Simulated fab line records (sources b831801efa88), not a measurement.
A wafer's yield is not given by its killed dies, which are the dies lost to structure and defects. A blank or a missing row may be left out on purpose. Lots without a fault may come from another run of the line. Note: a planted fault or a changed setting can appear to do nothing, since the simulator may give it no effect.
The tool behind it: which one? | flow sfqLine | 15 lots, 42 wafers sampled, at 3 steps of a route of 325

WHAT EACH GAUGE READ, for each wafer
SFQ_M1_RS_MEAS_909: measurement is done with a four-point probe.
lot  | measured     | on           | M1_NB_RS (ohm/sq)
L796 | day 17 10:53 | filmMetro-03 | 0.894 0.887 0.895
L798 | day 18 06:48 | filmMetro-03 | 0.900 0.887 0.894
L799 | day 18 19:36 | filmMetro-04 | 0.903 0.898 0.898
L801 | day 20 07:59 | filmMetro-03 | 0.893 0.888 0.891
L802 | day 20 16:15 | filmMetro-04 | 0.897 0.899 0.892
L803 | day 21 03:16 | filmMetro-04 | 0.900 0.901 0.895
L804 | day 21 17:28 | filmMetro-03 | 0.890 0.878 0.879
L806 | day 22 21:39 | filmMetro-03 | 0.906 0.896 0.892
L807 | day 23 11:35 | filmMetro-02 | 0.882 0.885 0.876
L808 | day 24 01:47 | filmMetro-02 | 0.904 0.899 0.905
L810 | day 24 13:54 | filmMetro-02 | 1.486 0.890
L812 | day 25 04:59 | filmMetro-03 | 1.478 1.449
L814 | day 25 15:49 | filmMetro-04 | 1.556 0.915
L817 | day 27 03:49 | filmMetro-04 | 0.884 0.899 0.884
L819 | day 28 03:56 | filmMetro-04 | 0.893 0.897 0.907

TOOL THAT RAN EACH LOT (tool first, then ch and the chambers of the sampled wafers, then the start)
lot  | SFQ_TRILAYER_I0_DEP_PECVD_027   | SFQ_TRILAYER_M1_DEP_SPUTTER_037
L796 | pecvd-03 ch 1,2, day 11 20:28   | pvdSputter-03, day 17 10:47
L798 | pecvd-04 ch 0,2, day 12 12:03   | pvdSputter-04, day 18 06:43
L799 | pecvd-03 ch 1,2, day 12 21:39   | pvdSputter-05, day 18 19:31
L801 | pecvd-04 ch 0,1,2, day 14 02:37 | pvdSputter-03, day 20 07:50
L802 | pecvd-04 ch 0,2, day 14 14:10   | pvdSputter-04, day 20 16:10
L803 | pecvd-03 ch 0,2, day 14 21:47   | pvdSputter-04, day 21 03:08
L804 | pecvd-01 ch 1,2, day 15 10:59   | pvdSputter-04, day 21 17:22
L806 | pecvd-04 ch 0,1,2, day 16 07:16 | pvdSputter-04, day 22 21:34
L807 | pecvd-03 ch 0,1,2, day 16 16:52 | pvdSputter-05, day 23 11:30
L808 | pecvd-03 ch 1,2, day 17 05:40   | pvdSputter-03, day 24 01:42
L810 | pecvd-04 ch 1, day 17 15:11     | pvdSputter-03, day 24 13:49
L812 | pecvd-04 ch 1,2, day 18 02:23   | pvdSputter-03, day 25 04:54
L814 | pecvd-04 ch 1,2, day 18 16:55   | pvdSputter-03, day 25 15:42
L817 | pecvd-01 ch 0,2, day 20 10:23   | pvdSputter-05, day 27 03:42
L819 | pecvd-01 ch 0,1,2, day 21 06:34 | pvdSputter-05, day 28 03:50
- SFQ_TRILAYER_I0_DEP_PECVD_027: deposits SiO2 from SiH4/N2O, time 111.11 s, target thk 500 nm.
- SFQ_TRILAYER_M1_DEP_SPUTTER_037: material Nb, target thk 200 nm, time 133.3 s.

WHAT THE TOOLS THEMSELVES READ (means of the sampled wafers that have a number; where no wafer has one, the mark that the record gives instead)
SFQ_TRILAYER_I0_DEP_PECVD_027.
lot  | tool     | heaterPowerW (W) | throttleValvePct (%)
L796 | pecvd-03 | 91               | 24.3
L798 | pecvd-04 | 91               | 24.8
L799 | pecvd-03 | 83               | 24.5
L801 | pecvd-04 | 85               | 24.8
L802 | pecvd-04 | 95               | 24.8
L803 | pecvd-03 | 78               | 25.4
L804 | pecvd-01 | 97               | 23.1
L806 | pecvd-04 | 90               | 25.0
L807 | pecvd-03 | 93               | 25.3
L808 | pecvd-03 | 92               | 24.6
L810 | pecvd-04 | 77               | 25.4
L812 | pecvd-04 | 89               | 25.5
L814 | pecvd-04 | 83               | 25.7
L817 | pecvd-01 | 94               | 23.3
L819 | pecvd-01 | 92               | 24.1

SFQ_TRILAYER_M1_DEP_SPUTTER_037.
lot  | tool          | resputterCathodeVoltageV (V) | throttleValvePct (%)
L796 | pvdSputter-03 | 403                          | 30.0
L798 | pvdSputter-04 | 406                          | 30.0
L799 | pvdSputter-05 | 399                          | 29.1
L801 | pvdSputter-03 | 398                          | 30.7
L802 | pvdSputter-04 | 395                          | 30.1
L803 | pvdSputter-04 | 400                          | 29.4
L804 | pvdSputter-04 | 400                          | 30.1
L806 | pvdSputter-04 | 403                          | 29.7
L807 | pvdSputter-05 | 399                          | 30.2
L808 | pvdSputter-03 | 400                          | 29.9
L810 | pvdSputter-03 | 398                          | 30.4
L812 | pvdSputter-03 | 394                          | 30.6
L814 | pvdSputter-03 | 392                          | 30.4
L817 | pvdSputter-05 | 399                          | 30.2
L819 | pvdSputter-05 | 399                          | 30.1

THE ANSWER, worked out from the rows above alone
Rule: the usual values come from the lots themselves. The widest of any qualifying gaps counts: lots, ordered by their means at a reading, are off when they make up no more than a third of the lots, leave a main group of 4 or more, and stand apart from it by 3 or more times the standard deviation of that group's means. A main group whose means are all the same, to the digits that the tables above print for the reading, isn't used. Also off: a lot with no number at a reading for which 4 or more lots have one. Where the step has rows for the other lots, those lots are counted as sound. First the gauges in route order, then the tools' own readings, where a lot's mean is used as printed above. The first step at which some lot is off is used, and at that step the reading that is off furthest; a lot without a number counts as furthest.
Off: at SFQ_M1_RS_MEAS_909 (M1_NB_RS), L810, L812, L814. For the main group the mean is 0.894 ohm/sq and the standard deviation 0.0066.
If a tool, at a process step before that reading, ran all the lots that are off and no sound lot after the first of them, it fits. Those tools and the gauges at SFQ_M1_RS_MEAS_909 are tried in the same way. 2 tools fit, pecvd-04 at SFQ_TRILAYER_I0_DEP_PECVD_027 and pvdSputter-03 at SFQ_TRILAYER_M1_DEP_SPUTTER_037, so this cannot tell which one it is.

WHAT THE SIMULATOR HAD INSERTED
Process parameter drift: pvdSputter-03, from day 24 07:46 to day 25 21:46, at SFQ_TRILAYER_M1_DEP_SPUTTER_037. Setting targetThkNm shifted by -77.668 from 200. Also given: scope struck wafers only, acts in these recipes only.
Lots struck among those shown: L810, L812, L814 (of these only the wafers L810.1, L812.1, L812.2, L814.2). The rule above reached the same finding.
